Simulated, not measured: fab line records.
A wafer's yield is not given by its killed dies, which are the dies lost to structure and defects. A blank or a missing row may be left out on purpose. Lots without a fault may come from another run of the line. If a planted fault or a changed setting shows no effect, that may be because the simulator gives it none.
fab line records	flow gf180mcu
record: lots: 13	wafers: 39	last_day: 33
route steps=602 shown STI@1 MVSD@75 VT_IMPLANT@110 POLY_GATE@174
lots that met no fault: taken from a fault-free run of the same line
start_h: start of the lot's first displayed wafer, in hours after the record's first day	wait_h: hours from the lot's prior step to this one	" repeats the value in the row above	L1.1+2: several wafers, shown together as one row	- no value present, or no start provided	* or withheld: withheld	< > ~ a bound
route shown NAME@n: names a module that has steps shown in the file, with the first one's number in the route	usual: average and standard deviation across the fault-free wafers	same: alike in all rows	chamber/n: place in a boat	sites: readings site by site	_std_site: their standard deviation	_edge_site: the outer-site mean with the inner-site mean subtracted	radius_mm: for every site, how far away it sits from the centre of the wafer	mask NAME#n: copy n	behind: the most recent tool/chamber to have shaped the wafer	hold: why the lot was held/for how many hours/how that ended	device: the transistor (n, p or np) that didn't switch	end of line: tests of these same wafers at the route's end	a step with no rows: only its recipe	killed: count of dies lost to structure and defects at first sort (not the wafer's yield)	map: per-die view of a wafer (x killed, . not killed, _ where there is no die)
set.NAME: the setting that was run; set.NAME@STEP: the one run at that earlier step	model.NAME: the simulator's own value behind a step, which no gauge read
steps of the route over a sample of lots; a table a step, a row a wafer
services: from which hour (start_h, from the record's first day; less than 0 if before it) a tool's chamber was out of use, for how many hours, and why
== steps ==
step: GF_STI_BOW_MEAS_00
recipe: mode: bow
usual: INCOMING_BOW: 0/6.5
lot.wafer	tool	chamber	start_h	wait_h	INCOMING_BOW[um]
L421.2	film_metro-03	-	10.02	-	5
L421.3	"	-	"	"	3
L421.5	"	-	"	"	-6
L422.1	film_metro-02	-	15.00	-	-6
L422.2	"	-	"	"	10
L422.3	"	-	"	"	-3
L423.1	film_metro-03	-	20.00	-	6
L423.3	"	-	"	"	-7
L423.6	"	-	"	"	-5
L424.2	film_metro-03	-	25.02	-	-2
L424.5	"	-	"	"	-4
L424.6	"	-	"	"	-7
L425.2	film_metro-04	-	30.02	-	2
L425.3	"	-	"	"	1
L425.6	"	-	"	"	12
L426.3	film_metro-03	-	35.04	-	0
L426.5	"	-	"	"	8
L426.6	"	-	"	"	-6
L427.3	film_metro-04	-	40.04	-	7
L427.4	"	-	"	"	1
L427.6	"	-	"	"	-3
L430.1	film_metro-03	-	55.00	-	8
L430.2	"	-	"	"	22
L430.3	"	-	"	"	-10
L432.1	film_metro-02	-	65.00	-	-4
L432.5	"	-	"	"	-2
L432.6	"	-	"	"	4
L436.2	film_metro-04	-	85.02	-	10
L436.4	"	-	"	"	4
L436.5	"	-	"	"	0
L437.1	film_metro-04	-	90.00	-	5
L437.3	"	-	"	"	5
L437.4	"	-	"	"	-7
L438.1	film_metro-02	-	95.00	-	-6
L438.4	"	-	"	"	1
L438.5	"	-	"	"	4
L439.4	film_metro-04	-	100.06	-	5
L439.5	"	-	"	"	-16
L439.6	"	-	"	"	-7
step: GF_MVSD_IMPLANT_09
recipe: species: P	energy_kev: 100	dose_cm2: 5e+12	tilt_deg: 0
usual: implant_ion_amu: 31/0
lot.wafer	tool	chamber	start_h	wait_h	implant_ion_amu
L421.2	implanter-03	0	83.17	0.1	31
L421.3	"	0	"	"	31
L421.5	"	0	"	"	31
L422.1	implanter-04	0	89.14	0.1	31
L422.2	"	0	"	"	31
L422.3	"	0	"	"	31
L423.1	implanter-01	0	94.96	0.2	31
L423.3	"	0	"	"	31
L423.6	"	0	"	"	31
L424.2	implanter-04	0	99.97	0.1	31
L424.5	"	0	"	"	31
L424.6	"	0	"	"	31
L425.2	implanter-04	0	107.12	0.1	31
L425.3	"	0	"	"	31
L425.6	"	0	"	"	31
L426.3	implanter-04	0	110.91	0.1	31
L426.5	"	0	"	"	31
L426.6	"	0	"	"	31
L427.3	implanter-03	0	115.95	0.1	31
L427.4	"	0	"	"	31
L427.6	"	0	"	"	31
L430.1	implanter-01	0	135.00	0.1	31
L430.2	"	0	"	"	31
L430.3	"	0	"	"	31
L432.1	implanter-03	0	147.95	0.1	31
L432.5	"	0	"	"	31
L432.6	"	0	"	"	31
L436.2	implanter-03	0	170.12	0.1	75
L436.4	"	0	"	"	75
L436.5	"	0	"	"	75
L437.1	implanter-03	0	174.29	0.1	75
L437.3	"	0	"	"	75
L437.4	"	0	"	"	75
L438.1	implanter-04	0	179.75	0.1	75
L438.4	"	0	"	"	75
L438.5	"	0	"	"	75
L439.4	implanter-01	0	185.47	0.1	75
L439.5	"	0	"	"	75
L439.6	"	0	"	"	75
step: GF_MVSD_TW_MEAS_11
usual: MVSD_TW: 1565/13
lot.wafer	tool	chamber	start_h	wait_h	MVSD_TW
L421.2	film_metro-03	-	83.40	0.1	1555
L421.3	"	-	"	"	1543
L421.5	"	-	"	"	1540
L422.1	film_metro-01	-	89.39	0.1	1577
L422.2	"	-	"	"	1569
L422.3	"	-	"	"	1571
L423.1	film_metro-03	-	95.36	0.1	1547
L423.3	"	-	"	"	1546
L423.6	"	-	"	"	1551
L424.2	film_metro-01	-	100.20	0.1	1579
L424.5	"	-	"	"	1575
L424.6	"	-	"	"	1571
L425.2	film_metro-04	-	107.35	0.1	1565
L425.3	"	-	"	"	1566
L425.6	"	-	"	"	1574
L426.3	film_metro-04	-	111.13	0.1	1563
L426.5	"	-	"	"	1568
L426.6	"	-	"	"	1566
L427.3	film_metro-04	-	116.17	0.1	1569
L427.4	"	-	"	"	1574
L427.6	"	-	"	"	1573
L430.1	film_metro-04	-	135.25	0.1	1571
L430.2	"	-	"	"	1568
L430.3	"	-	"	"	1568
L432.1	film_metro-01	-	148.20	0.1	1568
L432.5	"	-	"	"	1560
L432.6	"	-	"	"	1568
L436.2	film_metro-04	-	170.35	0.1	1680
L436.4	"	-	"	"	1676
L436.5	"	-	"	"	1687
L437.1	film_metro-03	-	174.54	0.1	1638
L437.3	"	-	"	"	1646
L437.4	"	-	"	"	1641
L438.1	film_metro-01	-	180.00	0.1	1678
L438.4	"	-	"	"	1669
L438.5	"	-	"	"	1683
L439.4	film_metro-03	-	185.68	0.1	1636
L439.5	"	-	"	"	1644
L439.6	"	-	"	"	1641
step: GF_VT_IMPLANT_STRIP_20
recipe: chemistry: O2/N2	power_w: 1400	pressure_mtorr: 1500	platen_temp_c: 250	o2_flow_sccm: 3000	n2_flow_sccm: 300	overash_fraction: 0.5
usual: drypump_motor_current_A: 5.9/0.64	heater_power_w: 334/39	n2_flow_sccm: 300.1/0.85	oes_product_au: 0.716/0.0047	strip_time_to_endpoint_s: 12.61/0.038
lot.wafer	tool	chamber	start_h	wait_h	drypump_motor_current_A	heater_power_w	n2_flow_sccm	oes_product_au	rf_hours_counter_h	strip_time_to_endpoint_s
L421.2	plasma_asher-01	1	126.50	0.1	5.8	377	299.4	0.721	34	12.65
L421.3	"	0	"	"	6.6	255	299.8	0.713	-	12.67
L421.5	"	1	"	"	5.8	372	300.1	0.710	-	12.68
L422.1	plasma_asher-04	1	134.27	0.1	5.3	311	299.2	0.712	48	12.62
L422.2	"	0	"	"	6.8	347	299.1	0.715	48	12.60
L422.3	"	0	"	"	6.8	335	299.6	0.719	-	12.62
L423.1	plasma_asher-01	1	140.34	0.1	5.8	379	301.6	0.717	36	12.59
L423.3	"	1	"	"	5.8	368	300.7	0.714	-	12.59
L423.6	"	0	"	"	6.6	254	298.0	0.713	-	12.62
L424.2	plasma_asher-02	0	144.34	0.1	5.1	344	301.0	0.719	3	12.56
L424.5	"	0	"	"	5.1	348	300.1	0.716	-	12.62
L424.6	"	1	"	"	6.2	377	300.4	0.716	-	12.58
L425.2	plasma_asher-04	1	152.24	0.1	5.3	312	300.0	0.715	50	12.57
L425.3	"	1	"	"	5.3	314	299.2	0.722	-	12.59
L425.6	"	1	"	"	5.3	308	299.7	0.707	-	12.59
L426.3	plasma_asher-04	1	157.28	0.1	5.3	300	299.7	0.723	-	12.57
L426.5	"	0	"	"	6.7	336	300.3	0.716	-	12.61
L426.6	"	1	"	"	5.3	304	300.2	0.718	-	12.59
L427.3	plasma_asher-01	0	162.63	0.1	6.6	255	299.4	0.714	-	12.57
L427.4	"	1	"	"	5.8	362	300.1	0.718	-	12.60
L427.6	"	1	"	"	5.8	369	298.7	0.726	-	12.67
L430.1	plasma_asher-02	1	182.19	0.1	6.3	376	298.8	0.724	7	12.61
L430.2	"	0	"	"	5.0	356	301.3	0.720	7	12.62
L430.3	"	1	"	"	6.2	379	300.3	0.719	-	12.61
L432.1	plasma_asher-02	0	196.62	0.1	5.0	355	299.4	0.714	9	12.63
L432.5	"	0	"	"	5.1	353	301.1	0.714	-	12.66
L432.6	"	1	"	"	6.3	374	300.7	0.713	-	12.65
L436.2	plasma_asher-04	1	220.97	0.1	5.3	308	299.6	0.717	58	12.59
L436.4	"	1	"	"	5.3	310	299.0	0.720	-	12.60
L436.5	"	1	"	"	5.3	314	300.0	0.721	-	12.57
L437.1	plasma_asher-02	1	226.50	0.1	6.2	369	299.8	0.719	12	12.57
L437.3	"	0	"	"	5.1	346	300.0	0.716	-	12.58
L437.4	"	1	"	"	6.2	369	299.3	0.721	-	12.58
L438.1	plasma_asher-02	1	231.97	0.1	6.3	369	301.1	0.726	13	12.57
L438.4	"	1	"	"	6.3	373	301.6	0.714	-	12.57
L438.5	"	1	"	"	6.2	376	300.9	0.714	-	12.59
L439.4	plasma_asher-02	0	238.55	0.1	5.1	363	300.7	0.713	-	12.64
L439.5	"	0	"	"	5.1	350	300.2	0.721	-	12.63
L439.6	"	1	"	"	6.2	368	301.6	0.723	-	12.64
step: GF_VT_IMPLANT_RS_MEAS_46
recipe: thk_meas_gauge: four-point-probe
usual: MVSD_RS: 457.0/1.5
lot.wafer	tool	chamber	start_h	wait_h	MVSD_RS[ohm/sq]
L421.2	film_metro-03	-	157.87	0.1	455.1
L421.3	"	-	"	"	458.0
L421.5	"	-	"	"	456.9
L422.1	film_metro-03	-	165.68	0.1	456.2
L422.2	"	-	"	"	456.9
L422.3	"	-	"	"	456.3
L423.1	film_metro-03	-	173.20	0.1	456.7
L423.3	"	-	"	"	455.2
L423.6	"	-	"	"	455.3
L424.2	film_metro-03	-	176.40	0.1	456.2
L424.5	"	-	"	"	456.6
L424.6	"	-	"	"	456.5
L425.2	film_metro-03	-	184.68	0.1	459.1
L425.3	"	-	"	"	458.6
L425.6	"	-	"	"	458.8
L426.3	film_metro-03	-	189.69	0.1	457.3
L426.5	"	-	"	"	456.4
L426.6	"	-	"	"	456.3
L427.3	film_metro-01	-	195.19	0.1	454.2
L427.4	"	-	"	"	455.0
L427.6	"	-	"	"	454.4
L430.1	film_metro-03	-	216.74	0.1	455.8
L430.2	"	-	"	"	456.3
L430.3	"	-	"	"	456.0
L432.1	film_metro-04	-	232.76	0.1	458.5
L432.5	"	-	"	"	459.6
L432.6	"	-	"	"	456.9
L436.2	film_metro-04	-	258.18	0.1	476.9
L436.4	"	-	"	"	477.2
L436.5	"	-	"	"	475.9
L437.1	film_metro-01	-	263.40	0.1	475.1
L437.3	"	-	"	"	475.3
L437.4	"	-	"	"	475.9
L438.1	film_metro-04	-	269.63	0.1	479.0
L438.4	"	-	"	"	479.2
L438.5	"	-	"	"	478.5
L439.4	film_metro-04	-	277.38	0.1	478.1
L439.5	"	-	"	"	479.0
L439.6	"	-	"	"	478.8
step: GF_POLY_GATE_THK_MEAS_17
recipe: reads: SiO2_of_POLY_GATE_OXIDATION_16
usual: POLY_GATE_OXIDATION_THK: 3.99/0.078
lot.wafer	tool	chamber	start_h	wait_h	POLY_GATE_OXIDATION_THK[nm]
L421.2	film_metro-02	-	205.39	0.0	3.91
L421.3	"	-	"	"	3.99
L421.5	"	-	"	"	4.01
L422.1	film_metro-02	-	213.84	0.0	4.07
L422.2	"	-	"	"	4.10
L422.3	"	-	"	"	4.11
L423.1	film_metro-03	-	216.28	0.0	3.99
L423.3	"	-	"	"	3.96
L423.6	"	-	"	"	4.03
L424.2	film_metro-01	-	226.23	0.0	4.04
L424.5	"	-	"	"	3.94
L424.6	"	-	"	"	4.03
L425.2	film_metro-01	-	230.38	0.0	3.98
L425.3	"	-	"	"	4.00
L425.6	"	-	"	"	3.98
L426.3	film_metro-02	-	238.51	0.0	3.92
L426.5	"	-	"	"	3.87
L426.6	"	-	"	"	3.95
L427.3	film_metro-01	-	241.60	0.0	4.10
L427.4	"	-	"	"	3.96
L427.6	"	-	"	"	3.95
L430.1	film_metro-02	-	264.65	0.0	4.01
L430.2	"	-	"	"	4.00
L430.3	"	-	"	"	4.04
L432.1	film_metro-01	-	277.92	0.0	3.93
L432.5	"	-	"	"	3.97
L432.6	"	-	"	"	3.79
L436.2	film_metro-01	-	303.92	0.0	3.96
L436.4	"	-	"	"	4.01
L436.5	"	-	"	"	4.02
L437.1	film_metro-02	-	311.24	0.0	3.98
L437.3	"	-	"	"	3.94
L437.4	"	-	"	"	3.89
L438.1	film_metro-03	-	318.62	0.0	4.19
L438.4	"	-	"	"	4.15
L438.5	"	-	"	"	4.19
L439.4	film_metro-01	-	326.15	0.0	3.94
L439.5	"	-	"	"	3.99
L439.6	"	-	"	"	3.97
== services ==
tool	chamber	start_h	hours	kind
plasma_asher-01	-	89.64	9.4	repair
plasma_asher-04	-	98.58	14.6	pm
plasma_asher-01	-	98.93	2.6	repair
implanter-04	-	102.47	4.4	repair
plasma_asher-02	-	108.75	9.0	pm
plasma_asher-02	0	108.75	9.0	vent_cycle
plasma_asher-02	1	108.75	9.0	vent_cycle
implanter-01	-	115.00	0.9	repair
plasma_asher-02	0	117.75	-	clean
plasma_asher-02	1	117.75	-	clean
implanter-04	-	134.19	12.7	repair
implanter-01	-	151.88	1.4	repair
plasma_asher-01	-	172.86	24.5	repair
implanter-01	-	187.36	35.9	pm
implanter-03	-	197.99	3.6	pm
plasma_asher-01	-	202.65	2.8	pm
implanter-01	-	223.26	8.5	pm
== key ==
first_sign: step: GF_MVSD_IMPLANT_09	reading: implant_ion_amu	direction: up	sigmas: 99+	usual: 31	struck: 75
effect: step: GF_MVSD_TW_MEAS_11	reading: MVSD_TW	direction: up	sigmas: 7.4	usual: 1565	struck: 1660
effect: step: GF_VT_IMPLANT_RS_MEAS_46	reading: MVSD_RS	direction: up	sigmas: 14	usual: 457.0	struck: 477.4
met_at GF_MVSD_IMPLANT_09
struck_lots L436,L437,L438,L439
tester_left_out L436,L437,L438,L439
not_acting_at GF_STI_BOW_MEAS_00,GF_VT_IMPLANT_STRIP_20,GF_POLY_GATE_THK_MEAS_17
onset_between 147.95 170.12
fault: kind: wrong_recipe_download	tool: implanter-01,implanter-03,implanter-04	chamber: -	onset_h: 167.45	steps: GF_MVSD_IMPLANT_09	wrong_recipe.not_listed: 1
tester_left_out: of these lots the tester's yield and bins aren't shown, on N5 and GAA mostly nor the transistor test; their killed dies are dies lost to structure and defects alone, not to doping, threshold or leakage, so they don't give the yield
